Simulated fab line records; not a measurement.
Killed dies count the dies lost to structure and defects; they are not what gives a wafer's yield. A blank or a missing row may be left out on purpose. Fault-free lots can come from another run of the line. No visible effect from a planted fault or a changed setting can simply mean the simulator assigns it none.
Which tool did it? ; flow gf180mcu ; 18 wafers sampled from 6 lots at 1 step of a route of 602

WHAT EACH GAUGE READ, for each wafer
GF_V2_THK_MEAS_01.
lot;measured;on;V2_CVD_00_THK (nm)
L522;day 19 10:47;film-metro-03;602 612 598
L524;day 20 06:35;film-metro-01;597 591 597
L527;day 21 13:15;film-metro-01;589 593 585
L529;day 22 16:23;film-metro-03;607 599 605
L533;day 24 00:02;film-metro-03;597 602 597
L542;day 26 12:33;film-metro-03;597 592 594

EACH LOT AND THE TOOL THAT RAN IT (in order: tool; ch and the chambers of the sampled wafers; start)
Record: no process step prior to these readings.

THE ANSWER, worked out from the rows above alone
Rule: the lots themselves supply what counts as usual. The widest of any qualifying gaps counts: lots, ordered by their means at a reading, are off when they make up no more than a third of the lots, leave a main group of 4 or more, and stand apart from it by 3 or more times the standard deviation of that group's means. A main group is skipped when, at the precision printed for the reading in the tables above, its means are all equal. Also off: a lot with no number at a reading for which 4 or more lots have one. The other lots that the step has rows for count as sound.
None of the lots is off at any reading shown; this tells nothing.

WHAT THE SIMULATOR PUT IN
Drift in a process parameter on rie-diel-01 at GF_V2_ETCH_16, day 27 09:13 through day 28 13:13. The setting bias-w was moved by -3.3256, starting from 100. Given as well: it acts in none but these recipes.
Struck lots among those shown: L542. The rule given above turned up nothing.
